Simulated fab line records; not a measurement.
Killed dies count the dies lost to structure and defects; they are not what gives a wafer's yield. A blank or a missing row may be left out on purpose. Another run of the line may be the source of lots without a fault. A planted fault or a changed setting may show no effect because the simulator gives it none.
8D (eight disciplines) problem report, filled in by code :: flow sky130 :: the parts of the form that need people (team, actions taken, sign-off) are left out

== 1. THE ISSUE ==
At SKY_METAL1_SPUTTER_00, chamber pressure pa averages 0.3472 Pa over 6 wafers from 2 lots, while fault-free wafers read 0.3999 Pa, standard deviation 0.00084. Relative to the usual mean, that is a shift of -63 standard deviations.
The step: material Ti, target thk 15 nm, time 10 s.
The first sign was on wafer L300.3 at day 34 20:24, on pvd sputter-01. The record holds 39 wafers of 13 lots with a number at this step. Rule for "out" (also "out of limits"): further than 4 standard deviations from the usual mean. All remaining wafers that have a number are taken as sound.

== 2. WHAT IT IS, AND WHAT IT ISN'T ==
question: which readings at this step
is: chamber pressure pa
is not: -

question: which lots
is: L300, L301
is not: L293, L294, L307, L308, L310, L311, L312, L313, L314, L315, L316

question: which wafers of those lots
is: all that have a number
is not: -

question: read on which tools
is: pvd sputter-01
is not: pvd sputter-02, pvd sputter-03

question: when
is: from day 34 20:24
is not: up to then (6 sound wafers); but 27 sound wafers of L307, L308, L310, L311, L312, L313, L314, L315, L316 came after

== 3. SUSPECTS, AND WHAT RULES EACH OUT ==
Counting: any tool at a process step up to the reading is kept as a suspect provided that every lot that is out went through it and no sound lot did after the first of them.
- pvd sputter-01 at SKY_METAL1_SPUTTER_00 (material Ti, target thk 15 nm, time 10 s): ruled out as a lasting fault. Sound lots L310, L311, L312, L316 ran on it after its first lot that is out, L300 (day 34 20:24).
Left after counting: nothing in the record.

== 4. THE CAUSE (what the simulator had put in) ==
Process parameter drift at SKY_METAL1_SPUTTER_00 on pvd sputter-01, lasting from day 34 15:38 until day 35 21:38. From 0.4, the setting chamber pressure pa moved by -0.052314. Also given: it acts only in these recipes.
Counting ruled it out, wrongly.

== 5. THE CHAIN OF EFFECTS, in route order ==
Each row: a reading whose mean over the struck wafers that have a number lies more than 3 standard deviations from the usual. Only readings whose record carries a usual standard deviation are examined. hours: median over the lots of the time between each lot's start at the first step of this table that gives one and its start at this step. sigmas: the change, counted in usual standard deviations.
hours: 0
step: SKY_METAL1_SPUTTER_00
reading: chamber pressure pa
usual: 0.3999 Pa
on struck wafers: 0.3472
change: -0.0527
sigmas: -63
Here are the process steps it includes:
- SKY_METAL1_SPUTTER_00: material Ti, target thk 15 nm, time 10 s.
Later steps that measure or inspect, where all struck wafers having a row at the step show a number for every such reading and not one has moved that far: SKY_METAL1_THK_MEAS_06.

== 6. HOW IT WOULD HAVE BEEN CAUGHT EARLIER ==
The fault began at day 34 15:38; the first out-of-limits reading in this record came at day 34 20:24, 5 hours later.
